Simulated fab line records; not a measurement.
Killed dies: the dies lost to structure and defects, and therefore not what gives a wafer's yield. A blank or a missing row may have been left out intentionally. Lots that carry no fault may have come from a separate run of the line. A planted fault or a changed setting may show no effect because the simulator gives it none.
Matching of chambers | flow gf180mcu | GF_STI_ETCH_13 on rie-diel-04: 4 sister chambers
The step etches the open film in CHF3/O2, stops on Si, target depth 282.31 nm, time 112.9 s. 4 wafers are shown with their chamber, then 10 later ones without.

## WAFERS, EACH WITH ITS CHAMBER
wafer  | chamber | drypump-motor-current-A (A)
L087.1 | 2       | 6.6
L087.2 | 1       | 5.2
L087.3 | 3       | 6.4
L087.5 | 0       | 4.9

## WAFERS WITH NO CHAMBER GIVEN
wafer  | drypump-motor-current-A (A)
L087.6 | 5.2
L088.2 | 6.6
L088.3 | 4.9
L088.5 | 5.2
L089.1 | 5.3
L089.2 | 6.4
L089.4 | 6.6
L091.1 | 6.6
L091.4 | 4.9
L091.6 | 4.9

## EACH ONE'S CHAMBER
wafer  | from the rows above | in truth
L087.6 | 1                   | 1
L088.2 | 2                   | 2
L088.3 | 0                   | 0
L088.5 | 1                   | 1
L089.1 | 1                   | 1
L089.2 | 3                   | 3
L089.4 | 2                   | 2
L091.1 | 2                   | 2
L091.4 | 0                   | 0
L091.6 | 0                   | 0
Correctly placed: 10 of 10. Not placeable from these rows: 0. Wrongly placed: 0.
How it was worked out, from the rows above alone: a wafer's distance from a chamber is the root of the sum, over the readings, of the square of ((its reading less the chamber's mean) divided by the reading's scatter). The wafer belongs to the nearest chamber; if the next one is less than 2 further off, it can't be placed. For every chamber, the mean is computed from those of its wafers that are shown. The scatter: with one shown wafer a chamber, the root of the mean of the squares of how far each hidden wafer lies from its nearest shown one.
